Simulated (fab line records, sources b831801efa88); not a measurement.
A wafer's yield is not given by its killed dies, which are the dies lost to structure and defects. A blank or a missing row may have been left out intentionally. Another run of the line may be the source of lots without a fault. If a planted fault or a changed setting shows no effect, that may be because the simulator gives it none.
Which tool did it? || flow gf180mcu || 42 wafers from 14 lots sampled at 3 of the route's 602 steps

== WHAT THE GAUGES SHOWED, per wafer ==
GF_STI_THK_MEAS_04.
{"lot": "L664", "measured": "day 1 13:40", "on": "filmMetro-02", "STI_CVD_03_THK (nm)": "208.8 210.0 208.5"}
{"lot": "L667", "measured": "day 2 04:46", "on": "filmMetro-02", "STI_CVD_03_THK (nm)": "206.7 203.9 205.0"}
{"lot": "L668", "measured": "day 2 10:58", "on": "filmMetro-02", "STI_CVD_03_THK (nm)": "206.3 203.4 206.0"}
{"lot": "L669", "measured": "day 2 14:37", "on": "filmMetro-03", "STI_CVD_03_THK (nm)": "207.8 210.1 207.4"}
{"lot": "L670", "measured": "day 2 19:34", "on": "filmMetro-03", "STI_CVD_03_THK (nm)": "206.0 205.9 206.7"}
{"lot": "L671", "measured": "day 3 01:02", "on": "filmMetro-02", "STI_CVD_03_THK (nm)": "206.9 205.8 206.9"}
{"lot": "L672", "measured": "day 3 05:34", "on": "filmMetro-02", "STI_CVD_03_THK (nm)": "205.6 209.3 209.1"}
{"lot": "L674", "measured": "day 3 16:10", "on": "filmMetro-01", "STI_CVD_03_THK (nm)": "208.2 207.1 206.6"}
{"lot": "L678", "measured": "day 4 14:11", "on": "filmMetro-01", "STI_CVD_03_THK (nm)": "207.4 208.2 207.1"}
{"lot": "L680", "measured": "day 4 23:10", "on": "filmMetro-01", "STI_CVD_03_THK (nm)": "205.4 205.0 206.4"}
{"lot": "L681", "measured": "day 5 02:35", "on": "filmMetro-03", "STI_CVD_03_THK (nm)": "208.0 207.5 207.6"}
{"lot": "L685", "measured": "day 5 22:34", "on": "filmMetro-03", "STI_CVD_03_THK (nm)": "209.6 209.7 209.6"}
{"lot": "L686", "measured": "day 6 04:34", "on": "filmMetro-01", "STI_CVD_03_THK (nm)": "204.2 204.0 204.3"}
{"lot": "L687", "measured": "day 6 09:33", "on": "filmMetro-02", "STI_CVD_03_THK (nm)": "206.3 207.3 207.5"}

GF_LVPWELL_OVL_MEAS_07.
{"lot": "L664", "measured": "day 3 21:33", "on": "overlay-01", "LVPWELL_OVL (nm)": "1.2 0.7 -0.5"}
{"lot": "L667", "measured": "day 4 12:29", "on": "overlay-02", "LVPWELL_OVL (nm)": "-2.2 -2.6 -3.0"}
{"lot": "L668", "measured": "day 4 18:02", "on": "overlay-02", "LVPWELL_OVL (nm)": "-0.8 -2.5 -0.2"}
{"lot": "L669", "measured": "day 4 23:58", "on": "overlay-01", "LVPWELL_OVL (nm)": "-1.8 -2.8 -2.1"}
{"lot": "L670", "measured": "day 5 05:45", "on": "overlay-01", "LVPWELL_OVL (nm)": "0.4 0.4 0.1"}
{"lot": "L671", "measured": "day 5 11:47", "on": "overlay-01", "LVPWELL_OVL (nm)": "0.6 -0.2 -2.1"}
{"lot": "L672", "measured": "day 5 23:18", "on": "overlay-02", "LVPWELL_OVL (nm)": "0.1 -1.5 -1.7"}
{"lot": "L674", "measured": "day 6 09:41", "on": "overlay-02", "LVPWELL_OVL (nm)": "0.9 -0.9 0.6"}
{"lot": "L678", "measured": "day 7 07:46", "on": "overlay-02", "LVPWELL_OVL (nm)": "0.3 -1.1 0.1"}
{"lot": "L680", "measured": "day 7 16:10", "on": "overlay-02", "LVPWELL_OVL (nm)": "-0.5 -1.2 1.1"}
{"lot": "L681", "measured": "day 7 21:31", "on": "overlay-01", "LVPWELL_OVL (nm)": "-1.0 -0.9 0.4"}
{"lot": "L685", "measured": "day 8 19:26", "on": "overlay-02", "LVPWELL_OVL (nm)": "-1.3 -0.8 -1.5"}
{"lot": "L686", "measured": "day 9 01:48", "on": "overlay-01", "LVPWELL_OVL (nm)": "-1.4 -4.1 -2.7"}
{"lot": "L687", "measured": "day 9 06:45", "on": "overlay-01", "LVPWELL_OVL (nm)": "0.2 0.9 1.7"}

GF_MVSD_OVL_MEAS_07.
{"lot": "L664", "measured": "day 4 11:12", "on": "overlay-01", "MVSD_OVL (nm)": "-0.6 0.8 0.7"}
{"lot": "L667", "measured": "day 5 02:11", "on": "overlay-01", "MVSD_OVL (nm)": "0.8 0.6 0.4"}
{"lot": "L668", "measured": "day 5 08:14", "on": "overlay-02", "MVSD_OVL (nm)": "1.1 1.0 0.1"}
{"lot": "L669", "measured": "day 5 14:24", "on": "overlay-02", "MVSD_OVL (nm)": "-0.7 -0.3 -0.1"}
{"lot": "L670", "measured": "day 5 20:18", "on": "overlay-02", "MVSD_OVL (nm)": "-1.0 0.0 1.3"}
{"lot": "L671", "measured": "day 6 02:50", "on": "overlay-02", "MVSD_OVL (nm)": "-1.2 -1.2 -0.3"}
{"lot": "L672", "measured": "day 6 15:06", "on": "overlay-01", "MVSD_OVL (nm)": "0.5 1.0 -0.7"}
{"lot": "L674", "measured": "day 7 01:20", "on": "overlay-01", "MVSD_OVL (nm)": "0.9 0.1 0.8"}
{"lot": "L678", "measured": "day 8 00:00", "on": "overlay-02", "MVSD_OVL (nm)": "2.1 0.4 1.1"}
{"lot": "L680", "measured": "day 8 08:15", "on": "overlay-02", "MVSD_OVL (nm)": "1.7 1.9 0.8"}
{"lot": "L681", "measured": "day 8 13:56", "on": "overlay-02", "MVSD_OVL (nm)": "1.3 1.0 -0.7"}
{"lot": "L685", "measured": "day 9 12:29", "on": "overlay-02", "MVSD_OVL (nm)": "-1.1 -0.7 -0.5"}
{"lot": "L686", "measured": "day 9 19:32", "on": "overlay-01", "MVSD_OVL (nm)": "2.3 2.6 3.2"}
{"lot": "L687", "measured": "day 10 00:17", "on": "overlay-01", "MVSD_OVL (nm)": "3.5 0.5 2.0"}

== WHAT TOOL EACH LOT RAN ON (gives the tool, then ch and the chambers of the sampled wafers, and finally the start) ==
Before these readings, the record contains no process step.

== AS READ BY THE TOOLS THEMSELVES (means over the sampled wafers that have a number; for cases with no such wafer, the mark the record gives instead) ==
The record holds no such reading with a usual standard deviation.

== THE ANSWER, worked out from the rows above alone ==
Rule: usual is defined by the lots themselves. The widest of any qualifying gaps counts: lots, ordered by their means at a reading, are off when they make up no more than a third of the lots, leave a main group of 4 or more, and stand apart from it by 3 or more times the standard deviation of that group's means. A main group is skipped when, at the precision printed for the reading in the tables above, its means are all equal. A lot without any number at a reading at which 4 lots or more have one is off too. Any other lot the step has rows for is counted as sound. First the gauges in route order, then the tools' own readings, where a lot's mean is used as printed above. At the first step where some lot is off, the reading lying furthest off is the one used; lots without a number count as furthest.
No lot is off at any reading shown: from this, nothing can be told.

== WHAT THE SIMULATOR HAD INSERTED ==
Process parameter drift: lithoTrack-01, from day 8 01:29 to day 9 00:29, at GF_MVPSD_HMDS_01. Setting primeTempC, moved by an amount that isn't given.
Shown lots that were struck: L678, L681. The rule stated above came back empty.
